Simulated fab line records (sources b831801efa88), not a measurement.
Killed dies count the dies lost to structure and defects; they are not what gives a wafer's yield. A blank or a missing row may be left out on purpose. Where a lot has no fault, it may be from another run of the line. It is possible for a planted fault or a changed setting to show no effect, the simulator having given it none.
Comparing a struck lot with a sound one	flow sky130	43 out of 708 route steps
Sound: wafers L510.2, L510.4, L510.5. Wafers L518.4, L518.5, L518.6 were the ones struck. The cause is named last.
Order at every step that has rows: each side's tool, ch and its chambers, its first start. Under that, the readings that differ: sound wafers	struck wafers	difference of the means	sigmas: that difference in standard deviations of wafers without a fault.
alike: readings with means less than 2 such deviations apart, plus words and numbers identical on both sides. not compared: withheld readings, readings lacking a value on some wafer, bounds such as >300 that could conceal the same value, and numbers that have no deviation in the record and whose values overlap.
Wherever a step has rows on one side only, a row that says differs or no value, or a row with sigmas, the two part there. Non-overlapping numbers with no deviation appear without sigmas and do not part them. A reading missing from all wafers of one side parts the sides only when that side holds two or more wafers.

first, 1 step without rows for these wafers: SKY_SONOS_ONO_CVD_04 (deposits SiO2 from SiH4/N2O, target thk 5.7199 nm).
SKY_SONOS_ONO_THK_MEAS_05:
  sound: film_metro-03 at day 15 10:38; struck: film_metro-04 at day 18 09:22
  alike: SONOS_ONO_CVD_04_THK
then, 7 steps without rows for these wafers: SKY_SONOS_ONO_DEHYDRATE_06 (time 60 s); SKY_SONOS_ONO_HMDS_07 (prime time 60 s); SKY_SONOS_ONO_COAT_08 (resist thk 1140 nm); SKY_SONOS_ONO_SOFTBAKE_09 (time 60 s); SKY_SONOS_ONO_EXPOSE_10 (exposes mask ONOM, target cd 410 nm); SKY_SONOS_ONO_PEB_11; SKY_SONOS_ONO_DEVELOP_12 (develop time 60 s).
SKY_SONOS_ONO_CD_MEAS_13 targets a cd of 410 nm.
  sound: cd_sem-01 at day 16 13:50; struck: cd_sem-01 at day 19 16:10
  alike: cd_nm
SKY_SONOS_ONO_OVL_MEAS_14:
  sound: overlay-01 at day 16 13:56; struck: overlay-01 at day 19 16:15
reading	sound	struck	difference	sigmas
SONOS_ONO_OVL (nm)	0.7 1.1 2.2	-2.2 -3.7 -3.7	-4.5	-3
SKY_SONOS_ONO_ETCH_15: etches the open film in CHF3/O2, target depth 19.52 nm, time 7.8 s.
  sound on rie_diel-03 ch 0,3, day 16 13:58; struck on rie_diel-03 ch 1,2, day 19 16:16
  alike: drypump_motor_current_A, oes_product_au, throttle_valve_pct
  not compared: rf_hours_counter_h
SKY_SONOS_ONO_WET_ETCH_16: etches SiO2 in dHF, target depth 14 nm, time 292.8 s.
  sound on wet_bench-04 ch 2, day 16 13:59; struck on wet_bench-02 ch 3, day 19 16:17
SKY_SONOS_ONO_STRIP_17: strips in O2/N2.
  sound on plasma_asher-04 ch 0,1, day 16 14:05; struck on plasma_asher-03 ch 0,1, day 19 16:25
  alike: drypump_motor_current_A, oes_product_au, strip_time_to_endpoint_s
  not compared: rf_hours_counter_h
then, 3 steps without rows for these wafers: SKY_SONOS_ONO_WET_ETCH_18 (etches Si3N4 in H3PO4, target depth 15 nm, time 172 s); SKY_GATE_OXIDE_CLEAN_00 (cleans in SC1/SC2, time 150 s); SKY_GATE_OXIDE_OXIDATION_01 (stabilise 600 s, purge 300 s, target thk 10.268 nm).
SKY_GATE_OXIDE_THK_MEAS_02:
  sound: film_metro-03 at day 16 15:43; struck: film_metro-03 at day 19 18:01
  alike: GATE_OXIDE_OXIDATION_00_THK
then, 7 steps without rows for these wafers: SKY_GATE_OXIDE_DEHYDRATE_03 (time 60 s); SKY_GATE_OXIDE_HMDS_04 (prime time 60 s); SKY_GATE_OXIDE_COAT_05 (resist thk 1140 nm); SKY_GATE_OXIDE_SOFTBAKE_06 (time 60 s); SKY_GATE_OXIDE_EXPOSE_07 (exposes mask LVOM, target cd 600 nm); SKY_GATE_OXIDE_PEB_08; SKY_GATE_OXIDE_DEVELOP_09 (develop time 60 s).
SKY_GATE_OXIDE_OVL_MEAS_10:
  sound: overlay-02 at day 17 20:05; struck: overlay-01 at day 21 00:38
  alike: GATE_OXIDE_OVL
then, 2 steps without rows for these wafers: SKY_GATE_OXIDE_IMPLANT_11; SKY_GATE_OXIDE_WET_ETCH_12 (etches SiO2 in dHF, target depth 16.8 nm, time 336 s).
SKY_GATE_OXIDE_STRIP_13: strips in O2/N2.
  sound on plasma_asher-03 ch 0,1, day 17 20:22; struck on plasma_asher-01 ch 0,1, day 21 00:56
  alike: drypump_motor_current_A, oes_product_au, strip_time_to_endpoint_s
  not compared: rf_hours_counter_h
SKY_GATE_OXIDE_TW_MEAS_14:
  sound: film_metro-01 at day 17 20:29; struck: film_metro-04 at day 21 01:02
  alike: GATE_OXIDE_TW
then, 3 steps without rows for these wafers: SKY_GATE_OXIDE_CLEAN_15 (cleans in SC1/SC2, time 150 s); SKY_GATE_OXIDE_OXIDATION_16 (stabilise 600 s, purge 300 s, target thk 3.57 nm); SKY_POLY_GATE_CVD_00 (deposits poly-Si, target thk 180 nm, time 720 s).
SKY_POLY_GATE_THK_MEAS_01:
  sound: film_metro-02 at day 17 23:56; struck: film_metro-04 at day 21 03:56
  alike: POLY_GATE_CVD_00_THK
then, 8 steps without rows for these wafers: SKY_RES_PROTECT_DEHYDRATE_00 (time 60 s); SKY_RES_PROTECT_HMDS_01 (prime time 60 s); SKY_RES_PROTECT_COAT_02 (resist thk 1140 nm); SKY_RES_PROTECT_SOFTBAKE_03 (time 60 s); SKY_RES_PROTECT_EXPOSE_04 (exposes mask RPM, target cd 1270 nm); SKY_RES_PROTECT_PEB_05; SKY_RES_PROTECT_DEVELOP_06 (develop time 60 s); SKY_POLY_GATE_IMPLANT_02.
-- here the record skips 29 days between the struck wafers' starts before and after, leaving off in module POLY_GATE and picking up in module PAD_OPEN (first step shown: number 708 of the route) --
SKY_PAD_OPEN_PROBE_99:
  the record has rows for the struck wafers here (prober-01, day 50 07:35) and none for the sound ones

== WHERE THEY PART ==
Earliest at SKY_SONOS_ONO_OVL_MEAS_14; latest, in this record, at SKY_PAD_OPEN_PROBE_99.

WHY: whatever the simulator had introduced
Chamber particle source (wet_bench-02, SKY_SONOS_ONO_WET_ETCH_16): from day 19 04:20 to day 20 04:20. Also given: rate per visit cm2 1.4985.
